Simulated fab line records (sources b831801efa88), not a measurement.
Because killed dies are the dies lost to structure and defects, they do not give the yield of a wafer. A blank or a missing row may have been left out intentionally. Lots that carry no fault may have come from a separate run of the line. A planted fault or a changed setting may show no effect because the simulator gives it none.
Matching of chambers / flow sky130 / cmp-02 running SKY_VIA3_CMP_02: 4 sister chambers
The step polishes SiO2. 8 wafers are shown with their chamber, then 6 later ones without.

EACH WAFER AND ITS CHAMBER
wafer=L818.2; chamber=2; motor current A (A)=13.8; head pressure psi (psi)=3.993
wafer=L818.5; chamber=2; motor current A (A)=15.3; head pressure psi (psi)=4.000
wafer=L820.1; chamber=1; motor current A (A)=12.2; head pressure psi (psi)=4.005
wafer=L820.3; chamber=3; motor current A (A)=10.2; head pressure psi (psi)=4.004
wafer=L820.5; chamber=1; motor current A (A)=12.7; head pressure psi (psi)=4.007
wafer=L822.5; chamber=3; motor current A (A)=9.9; head pressure psi (psi)=4.005
wafer=L832.2; chamber=0; motor current A (A)=11.2; head pressure psi (psi)=4.000
wafer=L832.5; chamber=0; motor current A (A)=11.9; head pressure psi (psi)=4.012

WAFERS MISSING THEIR CHAMBER
wafer=L836.1; motor current A (A)=12.6; head pressure psi (psi)=4.001
wafer=L836.5; motor current A (A)=11.5; head pressure psi (psi)=3.997
wafer=L836.6; motor current A (A)=10.2; head pressure psi (psi)=4.001
wafer=L839.2; motor current A (A)=12.1; head pressure psi (psi)=3.995
wafer=L839.3; motor current A (A)=10.1; head pressure psi (psi)=3.998
wafer=L839.6; motor current A (A)=11.5; head pressure psi (psi)=4.002

THE CHAMBER EACH PASSED THROUGH
wafer=L836.1; from the rows above=can't be placed: 1 or 0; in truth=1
wafer=L836.5; from the rows above=can't be placed: 0 or 1 or 3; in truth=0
wafer=L836.6; from the rows above=can't be placed: 3 or 0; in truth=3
wafer=L839.2; from the rows above=can't be placed: 1 or 0 or 3 or 2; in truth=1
wafer=L839.3; from the rows above=can't be placed: 3 or 0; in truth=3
wafer=L839.6; from the rows above=can't be placed: 0 or 1 or 3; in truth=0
0 of 6 placed correctly. From these rows, 6 cannot be placed; in 6 the true chamber is one of the candidates. Number placed wrongly: 0.
How it was worked out, from the rows above alone: a wafer's distance from a chamber is the root of the sum, over the readings, of the square of ((its reading less the chamber's mean) divided by the reading's scatter). The wafer belongs to the nearest chamber; if the next one is less than 2 further off, it can't be placed. The mean given for a chamber averages the wafers shown for that chamber. How the scatter is found: for the shown wafers, subtract from each reading the mean of its chamber, square and add these, divide the total by (wafers less chambers), then take the root.
